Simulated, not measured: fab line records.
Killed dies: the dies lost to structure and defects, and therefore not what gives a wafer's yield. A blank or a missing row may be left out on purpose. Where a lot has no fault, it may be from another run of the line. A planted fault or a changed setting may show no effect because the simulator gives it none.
Which tool was responsible? / flow gf180mcu / 14 lots, 42 wafers sampled, at 4 steps of a route of 602

== WHAT THE GAUGES SHOWED, per wafer ==
GF_NWELL_TW_MEAS_11. Usual: NWELL_TW typically reads 1566, with standard deviation 9.5.
lot=L156; measured=day 3 07:09; on=film metro-01; NWELL_TW=1577 1567 1581; flag=
lot=L159; measured=day 3 23:23; on=film metro-04; NWELL_TW=1555 1561 1551; flag=
lot=L160; measured=day 4 05:43; on=film metro-03; NWELL_TW=1568 1556 1565; flag=
lot=L161; measured=day 4 14:06; on=film metro-01; NWELL_TW=1561 1572 1579; flag=
lot=L162; measured=day 4 17:16; on=film metro-04; NWELL_TW=1558 1561 1552; flag=
lot=L163; measured=day 4 23:07; on=film metro-01; NWELL_TW=1565 1571 1571; flag=
lot=L164; measured=day 5 05:23; on=film metro-03; NWELL_TW=1561 1573 1560; flag=
lot=L165; measured=day 5 11:07; on=film metro-01; NWELL_TW=1579 1575 1573; flag=
lot=L167; measured=day 5 20:02; on=film metro-03; NWELL_TW=1565 1553 1569; flag=
lot=L168; measured=day 6 04:56; on=film metro-03; NWELL_TW=1562 1554 1561; flag=
lot=L172; measured=day 7 00:50; on=film metro-04; NWELL_TW=1547 1548 1548; flag=
lot=L177; measured=day 8 02:56; on=film metro-03; NWELL_TW=1578 1571 1568; flag=
lot=L178; measured=day 8 06:50; on=film metro-03; NWELL_TW=1571 1568 1575; flag=
lot=L179; measured=day 8 12:34; on=film metro-03; NWELL_TW=1565 1573 1567; flag=

GF_LVPWELL_OVL_MEAS_07. Usual: LVPWELL_OVL typically reads 0.4 nm, with standard deviation 1.7.
lot=L156; measured=day 3 20:29; on=overlay-02; LVPWELL_OVL (nm)=1.8 2.4 1.4; flag=
lot=L159; measured=day 4 12:50; on=overlay-02; LVPWELL_OVL (nm)=-2.8 -1.5 -2.0; flag=
lot=L160; measured=day 4 19:28; on=overlay-02; LVPWELL_OVL (nm)=-0.6 -0.1 -2.2; flag=
lot=L161; measured=day 5 03:44; on=overlay-02; LVPWELL_OVL (nm)=2.6 0.9 1.4; flag=
lot=L162; measured=day 5 07:16; on=overlay-02; LVPWELL_OVL (nm)=0.9 0.4 2.1; flag=
lot=L163; measured=day 5 13:31; on=overlay-02; LVPWELL_OVL (nm)=-1.4 -1.9 -1.7; flag=
lot=L164; measured=day 5 19:53; on=overlay-02; LVPWELL_OVL (nm)=3.6 1.9 1.1; flag=
lot=L165; measured=day 6 00:48; on=overlay-02; LVPWELL_OVL (nm)=-0.6 -2.3 -0.8; flag=
lot=L167; measured=day 6 10:15; on=overlay-01; LVPWELL_OVL (nm)=0.7 2.8 1.1; flag=
lot=L168; measured=day 6 19:53; on=overlay-02; LVPWELL_OVL (nm)=-1.5 -2.5 -1.2; flag=
lot=L172; measured=day 7 15:59; on=overlay-02; LVPWELL_OVL (nm)=1.8 2.5 0.4; flag=
lot=L177; measured=day 8 19:23; on=overlay-01; LVPWELL_OVL (nm)=1.8 -1.2 0.4; flag=
lot=L178; measured=day 8 23:11; on=overlay-01; LVPWELL_OVL (nm)=1.2 0.7 1.9; flag=
lot=L179; measured=day 9 05:28; on=overlay-02; LVPWELL_OVL (nm)=-1.5 0.3 1.2; flag=

GF_VT_IMPLANT_TW_MEAS_21. Usual: VT_IMPLANT_2_TW typically reads 1206, with standard deviation 6.5.
lot=L156; measured=day 6 06:21; on=film metro-02; VT_IMPLANT_2_TW=1201 1197 1196; flag=
lot=L159; measured=day 7 01:05; on=film metro-03; VT_IMPLANT_2_TW=1198 1202 1200; flag=
lot=L160; measured=day 7 08:22; on=film metro-02; VT_IMPLANT_2_TW=1207 1204 1204; flag=
lot=L161; measured=day 7 16:42; on=film metro-03; VT_IMPLANT_2_TW=1202 1197 1191; flag=
lot=L162; measured=day 7 20:28; on=film metro-02; VT_IMPLANT_2_TW=1202 1202 1201; flag=
lot=L163; measured=day 8 02:16; on=film metro-01; VT_IMPLANT_2_TW=1212 1221 1215; flag=
lot=L164; measured=day 8 11:35; on=film metro-01; VT_IMPLANT_2_TW=1209 1209 1218; flag=
lot=L165; measured=day 8 15:57; on=film metro-02; VT_IMPLANT_2_TW=1200 1217 1204; flag=
lot=L167; measured=day 9 03:35; on=film metro-03; VT_IMPLANT_2_TW=1203 1198 1202; flag=
lot=L168; measured=day 9 13:11; on=film metro-03; VT_IMPLANT_2_TW=1193 1205 1203; flag=
lot=L172; measured=day 10 12:59; on=film metro-03; VT_IMPLANT_2_TW=1200 1205 1202; flag=
lot=L177; measured=day 11 21:20; on=film metro-02; VT_IMPLANT_2_TW=1208 1210 1208; flag=
lot=L178; measured=day 12 00:53; on=film metro-03; VT_IMPLANT_2_TW=1209 1206 1214; flag=
lot=L179; measured=day 12 08:51; on=film metro-03; VT_IMPLANT_2_TW=1210 1209 1208; flag=

== WHAT TOOL EACH LOT RAN ON (gives the tool, then ch and the chambers of the sampled wafers, and finally the start) ==
lot=L156; GF_VT_IMPLANT_SOFTBAKE_14=litho track-01 ch 0, day 5 21:56
lot=L159; GF_VT_IMPLANT_SOFTBAKE_14=litho track-03 ch 0, day 6 16:48
lot=L160; GF_VT_IMPLANT_SOFTBAKE_14=litho track-01 ch 0, day 7 00:26
lot=L161; GF_VT_IMPLANT_SOFTBAKE_14=litho track-04 ch 0, day 7 08:32
lot=L162; GF_VT_IMPLANT_SOFTBAKE_14=litho track-03 ch 0, day 7 12:35
lot=L163; GF_VT_IMPLANT_SOFTBAKE_14=litho track-01 ch 0, day 7 18:13
lot=L164; GF_VT_IMPLANT_SOFTBAKE_14=litho track-04 ch 0, day 8 02:57
lot=L165; GF_VT_IMPLANT_SOFTBAKE_14=litho track-03 ch 0, day 8 07:47
lot=L167; GF_VT_IMPLANT_SOFTBAKE_14=litho track-01 ch 0, day 8 18:22
lot=L168; GF_VT_IMPLANT_SOFTBAKE_14=litho track-04 ch 0, day 9 04:57
lot=L172; GF_VT_IMPLANT_SOFTBAKE_14=litho track-01 ch 0, day 10 04:00
lot=L177; GF_VT_IMPLANT_SOFTBAKE_14=litho track-03 ch 0, day 11 11:14
lot=L178; GF_VT_IMPLANT_SOFTBAKE_14=litho track-03 ch 0, day 11 15:02
lot=L179; GF_VT_IMPLANT_SOFTBAKE_14=litho track-01 ch 0, day 11 22:45
- GF_VT_IMPLANT_SOFTBAKE_14: time 60 s.

== WHAT THE TOOLS THEMSELVES READ (means of the sampled wafers that have a number; where no wafer has one, the mark that the record gives instead) ==
GF_VT_IMPLANT_SOFTBAKE_14. Usual: heater power total W 56.60 W, standard deviation 0.047; run length s 88.96 s, standard deviation 0.16.
lot=L156; tool=litho track-01; heater power total W (W)=56.58; run length s (s)=89.01; flag=
lot=L159; tool=litho track-03; heater power total W (W)=56.59; run length s (s)=89.05; flag=
lot=L160; tool=litho track-01; heater power total W (W)=56.56; run length s (s)=88.89; flag=
lot=L161; tool=litho track-04; heater power total W (W)=56.62; run length s (s)=88.76; flag=
lot=L162; tool=litho track-03; heater power total W (W)=56.58; run length s (s)=89.07; flag=
lot=L163; tool=litho track-01; heater power total W (W)=56.60; run length s (s)=88.90; flag=
lot=L164; tool=litho track-04; heater power total W (W)=56.61; run length s (s)=88.81; flag=
lot=L165; tool=litho track-03; heater power total W (W)=56.56; run length s (s)=88.97; flag=
lot=L167; tool=litho track-01; heater power total W (W)=56.60; run length s (s)=88.88; flag=
lot=L168; tool=litho track-04; heater power total W (W)=56.61; run length s (s)=88.67; flag=
lot=L172; tool=litho track-01; heater power total W (W)=56.56; run length s (s)=88.88; flag=
lot=L177; tool=litho track-03; heater power total W (W)=57.32; run length s (s)=87.01; flag=OFF
lot=L178; tool=litho track-03; heater power total W (W)=57.36; run length s (s)=86.93; flag=OFF
lot=L179; tool=litho track-01; heater power total W (W)=56.58; run length s (s)=88.90; flag=

== THE ANSWER, worked out from the rows above alone ==
Rule: a lot counts as off when the mean over its wafers that have a number is more than 3 standard deviations away from the usual mean. Also off: a lot with no number at a reading for which 4 or more lots have one. The other lots that the step has rows for count as sound. The gauges are gone through in route order, then the tools' own readings, and for those a lot's mean is taken as printed above. The first step at which some lot is off is used, and at that step the reading that is off furthest; a lot without a number counts as furthest.
Off: L177, L178, at GF_VT_IMPLANT_SOFTBAKE_14 (heater power total W).
If a tool, at that step or one of the process steps before it, ran each lot that is off and ran no sound lot following the first of them, it fits. One candidate fits, namely litho track-03 at GF_VT_IMPLANT_SOFTBAKE_14. A fault onset in the window from L165 (day 8 07:47, its last sound lot) to L177 (day 11 11:14, its first lot off) fits.
The tool's own readings at GF_VT_IMPLANT_SOFTBAKE_14 bear it out: on the lots that are off they differ by more than 5 times the standard deviation of the sound lots' means. heater power total W reads 57.34 W there against 56.59 W on the sound lots; run length s reads 86.97 s there against 88.90 s on the sound lots.

== WHAT THE SIMULATOR HAD INSERTED ==
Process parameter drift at GF_VT_IMPLANT_SOFTBAKE_14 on litho track-03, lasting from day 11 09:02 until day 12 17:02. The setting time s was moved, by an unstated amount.
Struck lots among those shown: L177, L178. The rule above reached the same finding.
